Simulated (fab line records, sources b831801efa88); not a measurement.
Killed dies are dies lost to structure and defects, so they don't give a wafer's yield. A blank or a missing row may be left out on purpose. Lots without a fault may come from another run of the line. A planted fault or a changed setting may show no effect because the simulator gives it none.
fab line records | flow gf180mcu
record lots=15 wafers=45 last_day=34
route steps=602 shown V2@397 M3@426 V3@440
lots that met no fault: from a run of the same line without faults
start_h: hours from the record's first day to the start of the lot's first wafer shown | wait_h: hours since the lot's step before | " the same as in the row above | L1.1+2: a row that stands for several wafers | - no value, or no start given | * or withheld: withheld | < > ~ a bound
route shown NAME@n: a module of which the file shows steps, and the number in the route of the first | usual: mean/standard deviation of fault-free wafers | same: alike in all rows | chamber/n: place in a boat | sites: the reading at each site | _std_site: their standard deviation | _edge_site: outer sites' mean less inner sites' | radius_mm: how far each site lies from the wafer's centre | mask NAME#n: copy n | behind: the tool/chamber that last shaped the wafer | hold: why the lot was held/for how many hours/how that ended | device: the transistor (n, p or np) that didn't switch | end of line: the same wafers' tests at the end of the route | a step without rows: its recipe alone | killed: dies lost to structure and defects at the first sort, not the wafer's yield | map: a wafer's dies, x killed, . not, _ none there
set.NAME: the setting as run; set.NAME@STEP: as run at that earlier step | model.NAME: the simulator's own value behind a step, which no gauge read
steps of the route over a sample of lots; a table a step, a row a wafer
services: from which hour (start_h, from the record's first day; less than 0 if before it) a tool's chamber was out of use, for how many hours, and why
## steps
# step GF_V2_OVL_MEAS_15
# usual V2_OVL=3/5
# columns lot.wafer tool chamber start_h wait_h V2_OVL[nm]
L835.1 overlay-02 - 457.23 0.1 5
L835.4 " - " " -2
L835.6 " - " " -8
L838.1 overlay-02 - 494.33 0.1 2
L838.2 " - " " 1
L838.6 " - " " -1
L839.2 overlay-01 - 501.90 0.1 11
L839.4 " - " " -3
L839.6 " - " " 4
L841.3 overlay-01 - 517.75 0.1 9
L841.4 " - " " -5
L841.6 " - " " 3
L843.3 overlay-01 - 539.59 0.1 1
L843.5 " - " " 2
L843.6 " - " " 12
L844.1 overlay-01 - 540.29 0.1 2
L844.3 " - " " 8
L844.5 " - " " 10
L845.1 overlay-02 - 548.54 0.1 -2
L845.3 " - " " 4
L845.4 " - " " -5
L846.1 overlay-01 - 558.35 0.1 -2
L846.5 " - " " -2
L846.6 " - " " 2
L851.2 overlay-02 - 603.94 0.1 -6
L851.3 " - " " 1
L851.4 " - " " 1
L852.2 overlay-01 - 610.85 0.1 2
L852.3 " - " " -8
L852.5 " - " " 1
L853.2 overlay-01 - 622.29 0.1 4
L853.4 " - " " 4
L853.6 " - " " 4
L854.1 overlay-02 - 623.36 0.1 10
L854.2 " - " " -3
L854.4 " - " " -1
L856.1 overlay-02 - 636.37 0.1 -3
L856.3 " - " " 0
L856.6 " - " " 0
L857.1 overlay-02 - 640.03 0.1 4
L857.2 " - " " -1
L857.5 " - " " 0
L858.1 overlay-02 - 648.75 0.1 15
L858.2 " - " " 2
L858.6 " - " " 3
# step GF_M3_STRIP_17
# recipe chemistry=O2/N2 power_w=1400 pressure_mtorr=1500 platen_temp_c=250 o2_flow_sccm=3000 n2_flow_sccm=300 overash_fraction=0.5
# usual chamber_pressure_mTorr=1500.0/1.2 drypump_motor_current_A=5.5/0.45 heater_power_w=304/36 oes_product_au=0.558/0.0049 strip_time_to_endpoint_s=7.87/0.058
# columns lot.wafer tool chamber start_h wait_h chamber_pressure_mTorr drypump_motor_current_A heater_power_w oes_product_au rf_hours_counter_h strip_time_to_endpoint_s
L835.1 plasma_asher-01 0 482.63 0.1 1500.8 5.4 298 0.545 73 7.86
L835.4 " 1 " " 1502.4 4.8 313 0.556 - 7.85
L835.6 " 1 " " 1498.6 4.8 333 0.557 - 7.83
L838.1 plasma_asher-03 0 519.74 0.2 1500.1 6.0 340 0.567 78 7.82
L838.2 " 1 " " 1498.6 5.4 249 0.557 78 7.83
L838.6 " 0 " " 1498.7 6.1 342 0.555 - 7.82
L839.2 plasma_asher-01 0 526.76 0.1 1498.1 5.3 290 0.552 78 7.82
L839.4 " 0 " " 1498.4 5.4 303 0.558 - 7.78
L839.6 " 1 " " 1499.4 4.8 320 0.547 - 7.76
L841.3 plasma_asher-02 1 542.90 0.1 1501.4 6.1 317 0.560 - 7.96
L841.4 " 0 " " 1499.4 5.6 355 0.560 - 7.92
L841.6 " 1 " " 1497.7 6.1 321 0.559 - 7.99
L843.3 plasma_asher-01 0 563.53 0.1 1499.7 5.4 296 0.562 - 7.88
L843.5 " 1 " " 1500.4 4.8 325 0.562 - 7.81
L843.6 " 0 " " 1499.4 5.4 288 0.553 - 7.83
L844.1 plasma_asher-03 0 565.01 0.1 1499.3 6.1 332 0.551 83 7.83
L844.3 " 0 " " 1500.2 6.1 343 0.558 - 7.77
L844.5 " 1 " " 1501.2 5.3 242 0.552 - 7.80
L845.1 plasma_asher-03 0 572.06 0.2 1500.0 6.1 334 0.563 84 7.91
L845.3 " 0 " " 1498.0 6.1 341 0.555 - 7.86
L845.4 " 1 " " 1497.6 5.4 247 0.553 - 7.86
L846.1 plasma_asher-01 1 582.54 0.1 1499.8 4.8 332 0.558 84 7.85
L846.5 " 1 " " 1501.2 4.8 324 0.563 - 7.87
L846.6 " 0 " " 1498.9 5.4 295 0.556 - 7.84
L851.2 plasma_asher-03 1 626.51 0.1 1498.2 5.4 243 0.564 89 7.89
L851.3 " 0 " " 1497.8 6.1 336 0.565 - 7.86
L851.4 " 1 " " 1498.2 5.4 249 0.561 - 7.93
L852.2 plasma_asher-01 1 632.97 0.1 1498.0 4.8 321 0.557 90 7.80
L852.3 " 0 " " 1499.3 5.4 295 0.553 - 7.79
L852.5 " 0 " " 1497.9 5.4 298 0.551 - 7.84
L853.2 plasma_asher-02 0 644.41 0.1 1501.7 5.6 340 0.552 23 7.81
L853.4 " 0 " " 1499.5 5.6 338 0.560 - 7.78
L853.6 " 0 " " 1498.5 5.6 340 0.562 - 7.79
L854.1 plasma_asher-03 0 644.90 0.1 1499.5 6.1 333 0.555 91 7.85
L854.2 " 1 " " 1501.3 5.4 242 0.560 91 7.88
L854.4 " 1 " " 1500.1 5.4 239 0.556 - 7.87
L856.1 plasma_asher-03 1 657.60 0.1 1499.1 5.4 250 0.559 92 7.92
L856.3 " 0 " " 1500.6 6.1 347 0.552 - 7.82
L856.6 " 0 " " 1498.6 6.1 337 0.553 - 7.85
L857.1 plasma_asher-01 1 661.24 0.1 1500.9 4.8 321 0.552 93 7.84
L857.2 " 0 " " 1499.9 5.4 299 0.556 93 7.91
L857.5 " 0 " " 1499.4 5.4 289 0.559 - 7.86
L858.1 plasma_asher-03 0 669.65 0.1 1498.5 6.1 331 0.559 93 7.88
L858.2 " 1 " " 1500.4 5.3 247 0.550 93 7.82
L858.6 " 0 " " 1500.5 6.1 337 0.563 - 7.79
# step GF_V3_EXPOSE_11
# recipe mask_id=Via3 target_cd_nm=260 na=0.68 source_shape=conventional sigma_outer=0.6 dose_mj=38
# usual exposure_dose_mJ_cm2=37.97/0.035 focus_offset_nm=0.1/0.45
# columns lot.wafer tool chamber start_h wait_h mask exposure_dose_mJ_cm2 focus_offset_nm
L835.1 krf_scanner-02 0 496.00 - Via3#0 37.93 0.9
L835.4 " 0 " " Via3#0 37.94 0.4
L835.6 " 0 " " Via3#0 37.94 0.6
L838.1 krf_scanner-02 0 532.51 - Via3#0 37.94 0.5
L838.2 " 0 " " Via3#0 37.94 0.1
L838.6 " 0 " " Via3#0 37.95 0.7
L839.2 krf_scanner-02 0 539.19 - Via3#0 37.97 0.5
L839.4 " 0 " " Via3#0 37.91 0.3
L839.6 " 0 " " Via3#0 37.98 0.1
L841.3 krf_scanner-01 0 555.27 - Via3#0 37.97 0.0
L841.4 " 0 " " Via3#0 37.98 0.0
L841.6 " 0 " " Via3#0 37.93 -0.6
L843.3 krf_scanner-02 0 576.08 - Via3#0 37.95 0.6
L843.5 " 0 " " Via3#0 37.96 1.2
L843.6 " 0 " " Via3#0 37.91 0.8
L844.1 krf_scanner-01 - 576.79 - Via3#0 - -
L844.3 " - " " Via3#0 - -
L844.5 " - " " Via3#0 - -
L845.1 krf_scanner-01 - 583.77 - Via3#0 - -
L845.3 " - " " Via3#0 - -
L845.4 " - " " Via3#0 - -
L846.1 krf_scanner-01 - 594.53 - Via3#0 - -
L846.5 " - " " Via3#0 - -
L846.6 " - " " Via3#0 - -
L851.2 krf_scanner-02 0 637.85 - Via3#0 37.98 0.4
L851.3 " 0 " " Via3#0 38.00 0.2
L851.4 " 0 " " Via3#0 37.92 0.6
L852.2 krf_scanner-01 0 644.43 - Via3#0 37.95 0.3
L852.3 " 0 " " Via3#0 37.92 -0.4
L852.5 " 0 " " Via3#0 37.94 0.9
L853.2 krf_scanner-01 0 656.24 - Via3#0 37.91 0.1
L853.4 " 0 " " Via3#0 37.99 0.2
L853.6 " 0 " " Via3#0 37.90 -0.2
L854.1 krf_scanner-01 0 656.33 - Via3#0 37.96 -0.1
L854.2 " 0 " " Via3#0 37.98 0.4
L854.4 " 0 " " Via3#0 37.98 0.0
L856.1 krf_scanner-02 0 668.73 - Via3#0 38.03 -0.2
L856.3 " 0 " " Via3#0 37.99 0.0
L856.6 " 0 " " Via3#0 38.01 -0.1
L857.1 krf_scanner-02 0 672.08 - Via3#0 38.01 0.4
L857.2 " 0 " " Via3#0 37.99 0.6
L857.5 " 0 " " Via3#0 37.96 0.0
L858.1 krf_scanner-02 0 680.31 - Via3#0 37.99 -0.8
L858.2 " 0 " " Via3#0 37.97 0.3
L858.6 " 0 " " Via3#0 37.98 0.3
# step GF_V3_ETCH_16
# recipe chemistry=N2/H2 target_depth_a=withheld overetch_a=withheld time_s=withheld target=BARC ion_energy_ev=200 source_w=500 bias_w=100 pressure_mtorr=30 n2_flow_sccm=100 h2_flow_sccm=200
# usual chamber_pressure_mTorr=29.996/0.028 drypump_motor_current_A=5.6/0.35 oes_product_au=0.854/0.0053 throttle_valve_pct=13.225/0.009
# columns lot.wafer tool chamber start_h wait_h chamber_pressure_mTorr drypump_motor_current_A oes_product_au throttle_valve_pct
L835.1 rie_diel-01 1 507.64 0.0 30.017 5.9 0.853 13.237
L835.4 " 0 " " 30.017 5.6 0.862 13.239
L835.6 " 0 " " 30.015 5.6 0.857 13.225
L838.1 rie_diel-04 1 544.17 0.0 30.027 5.2 0.851 13.220
L838.2 " 3 " " 29.954 5.9 0.858 13.225
L838.6 " 2 " " 30.007 5.4 0.856 13.228
L839.2 rie_diel-02 0 550.94 0.0 30.023 5.3 0.856 13.228
L839.4 " 1 " " 30.027 5.8 0.849 13.215
L839.6 " 0 " " 29.984 5.3 0.850 13.224
L841.3 rie_diel-01 0 566.67 0.0 30.023 5.6 0.860 13.227
L841.4 " 2 " " 30.020 5.4 0.852 13.227
L841.6 " 1 " " 30.018 5.9 0.863 13.219
L843.3 rie_diel-01 1 586.54 0.0 29.940 5.9 0.852 13.231
L843.5 " 2 " " 29.999 5.4 0.853 13.219
L843.6 " 1 " " 30.022 5.9 0.841 13.228
L844.1 rie_diel-02 1 587.39 0.0 30.006 5.8 0.842 13.223
L844.3 " 0 " " 30.010 5.3 0.854 13.224
L844.5 " 3 " " 29.999 5.6 0.845 13.231
L845.1 rie_diel-04 1 594.65 0.0 30.027 5.2 0.854 13.220
L845.3 " 0 " " 29.987 6.5 0.857 13.229
L845.4 " 3 " " 29.963 5.9 0.847 13.212
L846.1 rie_diel-01 0 605.12 0.0 30.010 5.7 0.852 13.220
L846.5 " 3 " " 30.029 5.8 0.857 13.234
L846.6 " 0 " " 30.006 5.7 0.851 13.224
L851.2 rie_diel-04 0 647.59 0.0 29.997 6.6 0.857 13.236
L851.3 " 3 " " 29.968 5.9 0.859 13.203
L851.4 " 2 " " 29.960 5.3 0.856 13.220
L852.2 rie_diel-04 3 653.74 0.0 30.008 5.9 0.851 13.224
L852.3 " 0 " " 30.013 6.6 0.856 13.222
L852.5 " 1 " " 30.028 5.2 0.854 13.221
L853.2 rie_diel-04 0 665.52 0.0 30.028 6.5 0.853 13.217
L853.4 " 2 " " 29.985 5.4 0.847 13.228
L853.6 " 2 " " 29.997 5.3 0.854 13.234
L854.1 rie_diel-01 3 665.74 0.0 30.006 5.7 0.860 13.202
L854.2 " 2 " " 30.012 5.4 0.856 13.228
L854.4 " 0 " " 29.993 5.7 0.850 13.225
L856.1 rie_diel-01 0 677.77 0.0 30.017 5.7 0.849 13.225
L856.3 " 2 " " 29.980 5.4 0.862 13.217
L856.6 " 0 " " 30.026 5.6 0.854 13.215
L857.1 rie_diel-01 1 681.64 0.0 29.989 5.9 0.857 13.237
L857.2 " 0 " " 29.980 5.7 0.847 13.229
L857.5 " 1 " " 30.032 5.9 0.845 13.223
L858.1 rie_diel-01 0 689.47 0.0 30.013 5.7 0.855 13.223
L858.2 " 2 " " 29.972 5.4 0.849 13.197
L858.6 " 2 " " 30.028 5.4 0.854 13.219
## services
# columns tool chamber start_h hours kind
plasma_asher-01 - 475.07 7.5 repair
krf_scanner-02 - 479.49 1.3 pm
rie_diel-04 3 481.82 20.3 repair
krf_scanner-01 - 492.17 4.4 pm
rie_diel-04 0 493.57 55.9 repair
krf_scanner-02 0 499.01 - calibration
krf_scanner-01 - 514.61 0.8 pm
rie_diel-01 - 534.09 1.4 repair
plasma_asher-01 - 535.86 0.8 repair
krf_scanner-01 - 542.74 4.4 pm
rie_diel-02 3 556.00 2.6 repair
rie_diel-01 - 557.72 0.2 repair
plasma_asher-02 - 560.97 2.8 pm
rie_diel-02 2 573.38 14.9 repair
krf_scanner-02 - 587.24 1.0 pm
krf_scanner-01 - 589.47 1.0 pm
krf_scanner-02 - 590.47 0.8 pm
krf_scanner-01 - 591.22 1.3 pm
rie_diel-04 3 622.86 6.1 repair
krf_scanner-01 - 648.92 0.6 repair
krf_scanner-02 - 655.39 1.3 pm
rie_diel-01 3 665.87 - clean
krf_scanner-01 - 683.41 0.8 pm
krf_scanner-02 - 685.93 3.6 pm
## key
first_sign step=GF_V3_EXPOSE_11 reading=tool_record direction=missing
effect none on later readings
met_at GF_V3_EXPOSE_11
struck_lots L844,L845,L846
later_rows_left_out L844.1,L844.3,L844.5,L845.1,L845.3,L845.4,L846.1,L846.5,L846.6
sort_left_out L844.1,L844.3,L844.5,L845.1,L845.3,L845.4,L846.1,L846.5,L846.6
not_acting_at GF_V2_OVL_MEAS_15,GF_M3_STRIP_17,GF_V3_ETCH_16
onset_between 555.27 576.79
fault kind=skipped_step_whole tool=krf_scanner-01 chamber=- onset_h=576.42 steps=GF_V3_EXPOSE_11 scope=struck_lots_only
# sort_left_out: the simulated sort isn't trusted on such a fault, so these wafers' sort isn't shown, and their yield isn't known
# later_rows_left_out: the simulator's readings of these wafers behind a module that went badly wrong aren't trusted and aren't shown, but for the sort
